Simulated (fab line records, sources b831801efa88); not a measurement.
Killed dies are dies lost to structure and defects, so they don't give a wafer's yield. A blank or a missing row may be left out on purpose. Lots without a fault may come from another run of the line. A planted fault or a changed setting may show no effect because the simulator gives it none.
Chamber matching | flow gf180mcu | GF_V2_CMP_26 on cmp-02: 4 sister chambers
The step polishes, stops on SiO2, t overpolish 15 s, target thk 0 nm. 4 wafers are shown with their chamber, then 8 later ones without.

WAFERS WITH THEIR CHAMBER
wafer  | chamber | overpolish_run_s (s)
L322.2 | 2       | 15.033
L328.1 | 3       | 14.994
L328.4 | 1       | 14.997
L329.2 | 0       | 14.998

WAFERS WITHOUT THEIR CHAMBER
wafer  | overpolish_run_s (s)
L329.5 | 15.014
L329.6 | 14.993
L339.4 | 14.996
L339.5 | 15.010
L339.6 | 14.997
L341.1 | 15.001
L341.2 | 15.002
L341.3 | 15.021

WHICH CHAMBER EACH WENT THROUGH
wafer  | from the rows above               | in truth
L329.5 | can't be placed: 0 or 1 or 2 or 3 | 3
L329.6 | can't be placed: 3 or 1 or 0      | 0
L339.4 | can't be placed: 1 or 0 or 3      | 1
L339.5 | can't be placed: 0 or 1 or 3 or 2 | 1
L339.6 | can't be placed: 1 or 0 or 3      | 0
L341.1 | can't be placed: 0 or 1 or 3      | 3
L341.2 | can't be placed: 0 or 1 or 3      | 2
L341.3 | can't be placed: 2 or 0 or 1 or 3 | 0
Placed correctly: 0 of 8. Can't be placed from these rows: 8 (the true chamber is among the candidates in 7). Placed wrongly: 0.
How it was worked out, from the rows above alone: a wafer's distance from a chamber is the root of the sum, over the readings, of the square of ((its reading less the chamber's mean) divided by the reading's scatter). The wafer belongs to the nearest chamber; if the next one is less than 2 further off, it can't be placed. A chamber's mean is the mean of its shown wafers. The scatter: with one shown wafer a chamber, the root of the mean of the squares of how far each hidden wafer lies from its nearest shown one.
